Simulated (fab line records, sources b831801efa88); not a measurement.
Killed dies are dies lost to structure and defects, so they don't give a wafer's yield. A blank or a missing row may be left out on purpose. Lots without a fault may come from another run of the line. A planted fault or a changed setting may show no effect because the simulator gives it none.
Which tool did it? | flow sky130 | 11 lots, 33 wafers sampled, at 4 steps of a route of 708

WHAT THE GAUGES READ, wafer by wafer
SKY_VT_ADJUST_HVTP_OVL_MEAS_08. Usual: VT_ADJUST_HVTP_OVL -0.1 nm, standard deviation 1.6.
lot  | measured     | on         | VT_ADJUST_HVTP_OVL (nm) | flag
L412 | day 6 08:49  | overlay-01 | -3.1 0.3 -1.7           |
L413 | day 6 22:25  | overlay-02 | 0.4 1.5 2.4             |
L414 | day 6 22:32  | overlay-01 | -0.6 0.2 0.7            |
L418 | day 7 23:02  | overlay-01 | 0.9 -0.2 0.3            |
L419 | day 7 23:49  | overlay-02 | 1.0 1.6 0.6             |
L424 | day 9 10:47  | overlay-02 | -1.4 -1.6 0.8           |
L427 | day 10 01:28 | overlay-01 | 0.4 -1.5 -1.2           |
L428 | day 10 08:05 | overlay-01 | -1.2 -0.4 -2.2          |
L429 | day 10 12:10 | overlay-01 | -2.8 -3.4 -2.2          |
L430 | day 10 17:08 | overlay-01 | -0.7 0.9 0.1            |
L431 | day 11 03:39 | overlay-02 | -2.6 0.6 0.6            |

SKY_VT_ADJUST_LVTN_TW_MEAS_21. Usual: VT_ADJUST_LVTN_2_TW 187.9, standard deviation 1.8.
lot  | measured     | on            | VT_ADJUST_LVTN_2_TW | flag
L412 | day 8 01:05  | film_metro-03 | 187.4 186.9 187.0   |
L413 | day 8 14:56  | film_metro-01 | 187.8 189.2 188.5   |
L414 | day 8 16:03  | film_metro-01 | 189.4 189.3 189.2   |
L418 | day 9 17:59  | film_metro-04 | 186.8 187.7 188.4   |
L419 | day 9 18:17  | film_metro-01 | 189.1 189.4 190.0   |
L424 | day 11 07:44 | film_metro-01 | 188.3 189.4 189.3   |
L427 | day 11 23:56 | film_metro-01 | 188.5 188.6 188.1   |
L428 | day 12 07:06 | film_metro-03 | 185.1 185.5 185.1   |
L429 | day 12 11:17 | film_metro-01 | 190.0 188.3 189.2   |
L430 | day 12 16:27 | film_metro-03 | 186.1 184.6 185.4   |
L431 | day 13 03:54 | film_metro-03 | 184.8 185.6 185.3   |

SKY_VT_ADJUST_NCORE_CD_MEAS_07: target cd 380 nm. Usual: cd_nm 379.4 nm, standard deviation 2.9.
lot  | measured     | on        | cd_nm (nm)        | flag
L412 | day 8 21:18  | cd_sem-01 | 383.4 382.8 385.1 |
L413 | day 9 10:58  | cd_sem-01 | 372.8 376.1 373.9 |
L414 | day 9 12:08  | cd_sem-02 | 381.8 382.7 379.2 |
L418 | day 10 16:00 | cd_sem-01 | 378.7 378.6 379.0 |
L419 | day 10 16:18 | cd_sem-02 | 384.5 384.7 382.0 |
L424 | day 12 07:09 | cd_sem-02 | 382.0 382.0 379.6 |
L427 | day 12 23:32 | cd_sem-02 | 363.6 363.9 364.6 | OFF
L428 | day 13 07:59 | cd_sem-01 | 363.5 362.1 363.7 | OFF
L429 | day 13 11:46 | cd_sem-02 | 382.4 382.0 383.0 |
L430 | day 13 17:19 | cd_sem-01 | 376.9 378.2 379.9 |
L431 | day 14 05:20 | cd_sem-01 | 381.7 383.2 380.9 |

WHICH TOOL RAN EACH LOT (tool, then ch and the chambers of the sampled wafers, then the start)
lot  | SKY_VT_ADJUST_NCORE_COAT_02
L412 | litho_track-01 ch 0, day 8 10:59
L413 | litho_track-01 ch 0, day 8 23:58
L414 | litho_track-03 ch 0, day 9 01:17
L418 | litho_track-03 ch 0, day 10 04:22
L419 | litho_track-01 ch 0, day 10 04:50
L424 | litho_track-04 ch 0, day 11 19:06
L427 | litho_track-03 ch 0, day 12 11:47
L428 | litho_track-03 ch 0, day 12 19:20
L429 | litho_track-01 ch 0, day 12 22:31
L430 | litho_track-04 ch 0, day 13 03:38
L431 | litho_track-04 ch 0, day 13 16:57
- SKY_VT_ADJUST_NCORE_COAT_02: resist thk 1140 nm.

WHAT THE TOOLS THEMSELVES READ (means of the sampled wafers that have a number; where no wafer has one, the mark that the record gives instead)
SKY_VT_ADJUST_NCORE_COAT_02. Usual: dispense_pressure_kPa 53 kPa, standard deviation 3.1; spin_speed_rpm 3000.3 rpm, standard deviation 2.2.
lot  | tool           | dispense_pressure_kPa (kPa) | spin_speed_rpm (rpm) | flag
L412 | litho_track-01 | 52                          | 2999.5               |
L413 | litho_track-01 | 52                          | 2999.9               |
L414 | litho_track-03 | 57                          | 3000.3               |
L418 | litho_track-03 | 57                          | 3000.8               |
L419 | litho_track-01 | 52                          | 3001.1               |
L424 | litho_track-04 | 49                          | 2998.5               |
L427 | litho_track-03 | 57                          | 2171.0               | OFF
L428 | litho_track-03 | 57                          | 2169.7               | OFF
L429 | litho_track-01 | 52                          | 3001.4               |
L430 | litho_track-04 | 49                          | 2999.8               |
L431 | litho_track-04 | 49                          | 2999.8               |

THE ANSWER, worked out from the rows above alone
Rule: a lot is off if the mean of its wafers that have a number lies more than 3 standard deviations from the usual mean. A lot without any number at a reading at which 4 lots or more have one is off too. The other lots that the step has rows for count as sound. The gauges are gone through in route order, then the tools' own readings, and for those a lot's mean is taken as printed above. The first step at which some lot is off is used, and at that step the reading that is off furthest; a lot without a number counts as furthest.
Off: L427, L428, at SKY_VT_ADJUST_NCORE_CD_MEAS_07 (cd_nm).
A tool fits if, at a process step before that reading, it ran every lot that is off, and no sound lot after the first of them. The gauges at SKY_VT_ADJUST_NCORE_CD_MEAS_07 aren't tried: what is off there is off at SKY_VT_ADJUST_NCORE_COAT_02 too, on other tools, and a gauge's error can't cause that. One fits: litho_track-03 at SKY_VT_ADJUST_NCORE_COAT_02. Its last sound lot is L418 (day 10 04:22), its first lot that is off L427 (day 12 11:47): a fault that began between those two fits.
The tool's own readings at SKY_VT_ADJUST_NCORE_COAT_02 bear it out: on the lots that are off they differ by more than 5 times the standard deviation of the sound lots' means. spin_speed_rpm reads 2170.3 rpm there against 3000.1 rpm on the sound lots.

WHAT THE SIMULATOR HAD PUT IN
Process parameter drift: litho_track-03, from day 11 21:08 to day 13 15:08, at SKY_VT_ADJUST_NCORE_COAT_02. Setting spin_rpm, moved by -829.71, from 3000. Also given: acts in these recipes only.
Lots struck among those shown: L427, L428. The rule above found the same.
